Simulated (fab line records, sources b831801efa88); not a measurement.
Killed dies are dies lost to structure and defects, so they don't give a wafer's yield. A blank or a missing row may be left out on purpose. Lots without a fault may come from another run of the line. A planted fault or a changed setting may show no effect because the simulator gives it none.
A struck lot beside a sound one | flow sky130 | 37 steps out of a route of 708
Sound: wafers L336.1, L336.3, L336.5. Struck: wafers L349.1, L349.3, L349.5. The cause comes at the end.
At each step with rows: each side's tool, then ch and its chambers, then its first start. Under that, the readings that differ: sound wafers | struck wafers | difference of the means | sigmas: that difference in standard deviations of wafers without a fault.
alike: readings whose means differ by less than 2 such deviations, and words and numbers that are the same on both sides. not compared: withheld readings, readings that some wafer has no value for, bounds like >300 that may hide the same value, and numbers for which the record gives no deviation and whose values overlap.
The two part at a step that has a row with sigmas, a row that says differs or no value, or rows on one side only. Numbers that don't overlap but have no deviation are shown without sigmas and don't part them. A reading that every wafer of one side lacks parts them only if that side has two wafers or more.

first, 10 steps without rows for these wafers: SKY_LDD_LDN_SOFTBAKE_03 (time 60 s); SKY_LDD_LDN_EXPOSE_04 (exposes mask LDNTM, target cd 700 nm); SKY_LDD_LDN_PEB_05; SKY_LDD_LDN_DEVELOP_06 (develop time 60 s); SKY_LDD_LDN_IMPLANT_08; SKY_LDD_LDN_IMPLANT_09; SKY_LDD_LDN_IMPLANT_10; SKY_LDD_LDN_IMPLANT_11; SKY_LDD_LDN_STRIP_12 (strips in O2/N2); SKY_LDD_LDN_CLEAN_14 (cleans in SC1/SC2, time 150 s).
SKY_SPACER_CVD_00: deposits Si3N4 from DCS/NH3, target thk 43.1 nm, time 740 s.
  sound on lpcvd-02 ch 1, day 24 20:31; struck on lpcvd-02 ch 0, day 29 06:22
  reading                                  | sound                | struck               | difference | sigmas
  spike_tc_bottom_C (C)                    | 788 790 790          | 767 768 767          | -22        | -6
  spike_tc_centre_C (C)                    | 772.8 769.0 770.2    | 756.2 756.4 755.5    | -14.6      | -12
  spike_tc_lower_C (C)                     | 769.2 771.8 769.4    | 753.7 753.1 754.7    | -16.3      | -14
  spike_tc_top_C (C)                       | 783.8 782.1 783.5    | 765.6 765.2 765.0    | -17.9      | -16
  spike_tc_upper_C (C)                     | 772.0 771.3 772.8    | 754.6 754.6 755.6    | -17.1      | -11
  susceptor_temp_C (C)                     | 770.06 769.76 770.52 | 754.43 754.75 754.35 | -15.60     | -58
  zone_power_centre_pct (%)                | 11.90 11.77 11.96    | 11.13 11.12 10.95    | -0.81      | -4
  zone_power_lower_pct (%)                 | 14.36 14.36 14.53    | 13.28 13.51 13.32    | -1.05      | -6
  zone_power_upper_pct (%)                 | 11.79 11.66 11.79    | 11.27 11.40 11.15    | -0.47      | -3
  model.Si3N4_of_SPACER_CVD_00.thk_nm (nm) | 42.74 42.84 42.91    | 31.29 31.14 31.18    | -11.63     |
  alike: zone_power_bottom_pct
SKY_SPACER_THK_MEAS_01:
  sound on film_metro-01, day 24 22:20; struck on film_metro-03, day 29 08:24
  reading                | sound          | struck         | difference | sigmas
  SPACER_CVD_00_THK (nm) | 42.7 42.8 42.9 | 31.3 31.1 31.2 | -11.6      | -31
  not compared: hold
SKY_SPACER_ETCHBACK_02: etches Si3N4 in CH3F/O2, stops on SiO2, time 46.7 s, target depth 45 nm.
  sound on rie_diel-04 ch 0,1, day 24 22:23; struck on rie_diel-04 ch 1,2, day 29 19:25
  reading                  | sound                | struck                                                                        | difference                   | sigmas
  hold                     | - - -                | await_dispo/11.0h/release await_dispo/11.0h/release await_dispo/11.0h/release | no value on the sound wafers |
  oes_product_au (a.u.)    | 0.859 0.856 0.857    | 0.725 0.721 0.718                                                             | -0.136                       | -22
  throttle_valve_pct (%)   | 10.579 10.562 10.556 | 10.549 10.544 10.549                                                          | -0.018                       | -2
  model.etch.depth_nm (nm) | 42.74 42.84 42.91    | 31.29 31.14 31.18                                                             | -11.63                       |
  alike: drypump_motor_current_A
  not compared: rf_hours_counter_h
then, 22 steps without rows for these wafers: SKY_POLY_CUT_DEHYDRATE_00 (time 60 s); SKY_POLY_CUT_HMDS_01 (prime time 60 s); SKY_POLY_CUT_COAT_02 (resist thk 60 nm); SKY_POLY_CUT_COAT_03 (resist thk 450 nm); SKY_POLY_CUT_SOFTBAKE_04 (time 90 s); SKY_POLY_CUT_EXPOSE_05 (exposes mask NPCM, target cd 270 nm); SKY_POLY_CUT_PEB_06; SKY_POLY_CUT_DEVELOP_07 (develop time 60 s); SKY_POLY_CUT_ETCH_10 (etches BARC in N2/H2, stops on SiO2, time 45.9 s, target depth 60 nm); SKY_POLY_CUT_ETCH_11 (etches Si3N4 in CF4/CH2F2/Ar, stops on poly-Si, time 42.5 s, target depth 60 nm); SKY_POLY_CUT_STRIP_12 (strips in O2/N2); SKY_SD_P_DEHYDRATE_00 (time 60 s); SKY_SD_P_HMDS_01 (prime time 60 s); SKY_SD_P_COAT_02 (resist thk 1140 nm); SKY_SD_P_SOFTBAKE_03 (time 60 s); SKY_SD_P_EXPOSE_04 (exposes mask PSDM, target cd 380 nm); SKY_SD_P_PEB_05; SKY_SD_P_DEVELOP_06 (develop time 60 s); SKY_SD_P_IMPLANT_09; SKY_SD_P_STRIP_10 (strips in O2/N2); SKY_RES_XHIGH_DEHYDRATE_00 (time 60 s); SKY_RES_XHIGH_HMDS_01 (prime time 60 s).
-- the record jumps here: 4 days lie between the struck wafers' starts before and after (it left off in module RES_XHIGH and takes up again in module SALICIDE, whose first step shown is number 361 of the route) --
SKY_SALICIDE_CLEAN_00: cleans in HF-last, time 30 s.
  sound on wet_bench-02 ch 2, day 29 20:01; struck on wet_bench-03 ch 2, day 33 22:14
  reading                                  | sound             | struck            | difference | sigmas
  model.Si3N4_of_SPACER_CVD_00.thk_nm (nm) | 41.77 41.87 41.94 | 30.32 30.17 30.21 | -11.63     |
-- the record jumps here: 16 days lie between the struck wafers' starts before and after (it left off in module SALICIDE and takes up again in module PAD_OPEN, whose first step shown is number 708 of the route) --
SKY_PAD_OPEN_PROBE_99:
  sound on prober-02, day 47 02:58; struck on prober-01, day 49 23:08
  reading                                 | sound             | struck            | difference | sigmas
  model.etest.pfet_01v8.r_on_ohm_um       | 2942 2887 2781    | 2496 2510 2506    | -366       |
  model.etest.pfet_g5v0d10v5.r_on_ohm_um  | 4827 4786 4709    | 4623 4664 4607    | -143       |
  model.etest.nfet_g5v0d10v5.r_on_ohm_um  | 1920 1903 1885    | 1820 1832 1820    | -79        |
  model.etest.sonos_uncharged.r_on_ohm_um | 812.7 807.7 795   | 733.9 732 730.9   | -72.9      |
  model.etest.pfet_01v8.drive_ua_um       | 190.1 193 200.7   | 230.5 229.3 231.5 | +35.8      |
  model.etest.nfet_01v8_lvt.drive_ua_um   | 568.6 578.6 577.9 | 623 618.3 606.6   | +41        |
  model.etest.sram_nfet_pass.drive_ua_um  | 485.5 491.2 509.2 | 538.4 533.6 522.4 | +36.2      |
  alike: killed_at_M0_to_M3, killed_at_M4_up, killed_at_contacts, killed_at_front_end, killed_at_other, killed_dies, killed_open, killed_short
  not compared: model.etest.res_pdiff.line_ohm_um

WHERE THEY PART
First at SKY_SPACER_CVD_00; last, within this record, at SKY_SPACER_ETCHBACK_02. Later steps at which nothing parts them and some readings are alike: SKY_PAD_OPEN_PROBE_99.

WHY: what the simulator had put in
Process parameter drift: lpcvd-02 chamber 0, from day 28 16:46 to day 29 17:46, at SKY_SPACER_CVD_00. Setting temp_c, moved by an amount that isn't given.
